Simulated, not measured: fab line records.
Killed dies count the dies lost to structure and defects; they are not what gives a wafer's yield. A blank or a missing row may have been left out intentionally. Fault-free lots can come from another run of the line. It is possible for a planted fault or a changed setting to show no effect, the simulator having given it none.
Matching of chambers || flow gf180mcu || cmp-02 running GF_STI_CMP_25: 4 sister chambers
The step polishes, stops on Si3N4, t overpolish 33 s, target thk 524.6 nm. 14 wafers are shown with their chamber, then 7 later ones without.

## WAFERS PAIRED WITH THEIR CHAMBERS
{"wafer": "L879.1", "chamber": 3, "motor_current_A (A)": 12.8, "slurry_flow_ml_min": 150.7, "head_pressure_psi (psi)": 4.003}
{"wafer": "L879.4", "chamber": 2, "motor_current_A (A)": 12.4, "slurry_flow_ml_min": 149.6, "head_pressure_psi (psi)": 3.996}
{"wafer": "L879.6", "chamber": 1, "motor_current_A (A)": 10.7, "slurry_flow_ml_min": 150.3, "head_pressure_psi (psi)": 4.012}
{"wafer": "L886.1", "chamber": 2, "motor_current_A (A)": 11.7, "slurry_flow_ml_min": 150.0, "head_pressure_psi (psi)": 4.009}
{"wafer": "L886.3", "chamber": 3, "motor_current_A (A)": 13.2, "slurry_flow_ml_min": 150.5, "head_pressure_psi (psi)": 4.002}
{"wafer": "L886.5", "chamber": 2, "motor_current_A (A)": 11.9, "slurry_flow_ml_min": 148.9, "head_pressure_psi (psi)": 3.996}
{"wafer": "L891.1", "chamber": 3, "motor_current_A (A)": 12.5, "slurry_flow_ml_min": 149.9, "head_pressure_psi (psi)": 4.002}
{"wafer": "L891.5", "chamber": 3, "motor_current_A (A)": 13.0, "slurry_flow_ml_min": 150.6, "head_pressure_psi (psi)": 4.011}
{"wafer": "L891.6", "chamber": 0, "motor_current_A (A)": 13.3, "slurry_flow_ml_min": 149.6, "head_pressure_psi (psi)": 4.007}
{"wafer": "L892.2", "chamber": 2, "motor_current_A (A)": 11.7, "slurry_flow_ml_min": 149.5, "head_pressure_psi (psi)": 3.985}
{"wafer": "L892.3", "chamber": 0, "motor_current_A (A)": 13.1, "slurry_flow_ml_min": 149.8, "head_pressure_psi (psi)": 4.005}
{"wafer": "L892.5", "chamber": 2, "motor_current_A (A)": 11.9, "slurry_flow_ml_min": 149.8, "head_pressure_psi (psi)": 3.988}
{"wafer": "L895.3", "chamber": 0, "motor_current_A (A)": 13.2, "slurry_flow_ml_min": 149.5, "head_pressure_psi (psi)": 3.998}
{"wafer": "L895.4", "chamber": 1, "motor_current_A (A)": 10.7, "slurry_flow_ml_min": 148.9, "head_pressure_psi (psi)": 3.998}

SIGNATURES (means of the wafers above)
{"reading": "motor_current_A", "chamber 0": 13.200, "chamber 1": 10.700, "chamber 2": 11.920, "chamber 3": 12.875, "scatter within a chamber": 0.248}
{"reading": "slurry_flow_ml_min", "chamber 0": 149.633, "chamber 1": 149.600, "chamber 2": 149.560, "chamber 3": 150.425, "scatter within a chamber": 0.459}
{"reading": "head_pressure_psi", "chamber 0": 4.00333, "chamber 1": 4.00500, "chamber 2": 3.99480, "chamber 3": 4.00450, "scatter within a chamber": 0.00739}
Rule: distance of a wafer from a chamber = root of the sum over the readings of ((wafer's reading minus chamber's mean) / reading's scatter) squared. The wafer belongs to the nearest chamber; if the next one is less than 2 further off, it can't be placed. The scatter: take each reading less its chamber's mean, square it, sum over the shown wafers, divide by the number of wafers less the number of chambers, and take the root.

## WAFERS MISSING THEIR CHAMBER
{"wafer": "L895.6", "motor_current_A (A)": 9.8, "slurry_flow_ml_min": 149.6, "head_pressure_psi (psi)": 4.006}
{"wafer": "L896.2", "motor_current_A (A)": 13.1, "slurry_flow_ml_min": 150.5, "head_pressure_psi (psi)": 3.995}
{"wafer": "L896.4", "motor_current_A (A)": 11.6, "slurry_flow_ml_min": 150.8, "head_pressure_psi (psi)": 3.992}
{"wafer": "L896.5", "motor_current_A (A)": 13.7, "slurry_flow_ml_min": 149.3, "head_pressure_psi (psi)": 4.002}
{"wafer": "L897.1", "motor_current_A (A)": 12.9, "slurry_flow_ml_min": 149.2, "head_pressure_psi (psi)": 3.995}
{"wafer": "L897.2", "motor_current_A (A)": 13.5, "slurry_flow_ml_min": 149.1, "head_pressure_psi (psi)": 3.995}
{"wafer": "L897.3", "motor_current_A (A)": 11.3, "slurry_flow_ml_min": 150.3, "head_pressure_psi (psi)": 3.980}

## EACH ONE'S CHAMBER
{"wafer": "L895.6", "from the rows above": 1, "in truth": 1}
{"wafer": "L896.2", "from the rows above": "can't be placed: 3 or 0", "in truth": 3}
{"wafer": "L896.4", "from the rows above": "can't be placed: 2 or 1", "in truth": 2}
{"wafer": "L896.5", "from the rows above": "can't be placed: 0 or 3", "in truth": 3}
{"wafer": "L897.1", "from the rows above": "can't be placed: 0 or 3", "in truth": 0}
{"wafer": "L897.2", "from the rows above": 0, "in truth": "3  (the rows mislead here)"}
{"wafer": "L897.3", "from the rows above": "can't be placed: 2 or 1", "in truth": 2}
Correctly placed: 1 of 7. These rows do not allow placing 5 (true chamber among the candidates in 5). Number placed wrongly: 1.
